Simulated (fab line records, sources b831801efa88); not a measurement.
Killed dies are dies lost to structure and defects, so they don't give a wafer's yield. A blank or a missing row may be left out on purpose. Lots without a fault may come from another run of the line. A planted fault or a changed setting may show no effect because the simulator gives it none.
Chamber matching | flow sky130 | SKY_VIA2_ETCH_15 on rie_diel-03: 4 sister chambers
The step etches SiO2 in C4F8/O2/Ar, stops on TiN, target depth 546 nm, time 84 s. 4 wafers are shown with their chamber, then 11 later ones without.

WAFERS WITH THEIR CHAMBER
wafer  | chamber | oes_product_au (a.u.)
L084.1 | 2       | 0.942
L084.2 | 3       | 0.942
L084.3 | 0       | 0.946
L084.4 | 1       | 0.945

WAFERS WITHOUT THEIR CHAMBER
wafer  | oes_product_au (a.u.)
L084.5 | 0.949
L084.6 | 0.936
L091.1 | 0.937
L091.2 | 0.937
L091.3 | 0.945
L092.2 | 0.935
L092.3 | 0.942
L092.5 | 0.938
L097.1 | 0.934
L097.5 | 0.937
L097.6 | 0.930

WHICH CHAMBER EACH WENT THROUGH
wafer  | from the rows above               | in truth
L084.5 | can't be placed: 0 or 1 or 2 or 3 | 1
L084.6 | can't be placed: 2 or 3 or 1 or 0 | 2
L091.1 | can't be placed: 2 or 3 or 1 or 0 | 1
L091.2 | can't be placed: 2 or 3 or 1 or 0 | 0
L091.3 | can't be placed: 1 or 0 or 2 or 3 | 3
L092.2 | can't be placed: 2 or 3 or 1 or 0 | 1
L092.3 | can't be placed: 2 or 3 or 1 or 0 | 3
L092.5 | can't be placed: 2 or 3 or 1 or 0 | 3
L097.1 | can't be placed: 2 or 3 or 1 or 0 | 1
L097.5 | can't be placed: 2 or 3 or 1 or 0 | 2
L097.6 | can't be placed: 2 or 3 or 1 or 0 | 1
Placed correctly: 0 of 11. Can't be placed from these rows: 11 (the true chamber is among the candidates in 11). Placed wrongly: 0.
How it was worked out, from the rows above alone: a wafer's distance from a chamber is the root of the sum, over the readings, of the square of ((its reading less the chamber's mean) divided by the reading's scatter). The wafer belongs to the nearest chamber; if the next one is less than 2 further off, it can't be placed. A chamber's mean is the mean of its shown wafers. The scatter: with one shown wafer a chamber, the root of the mean of the squares of how far each hidden wafer lies from its nearest shown one.
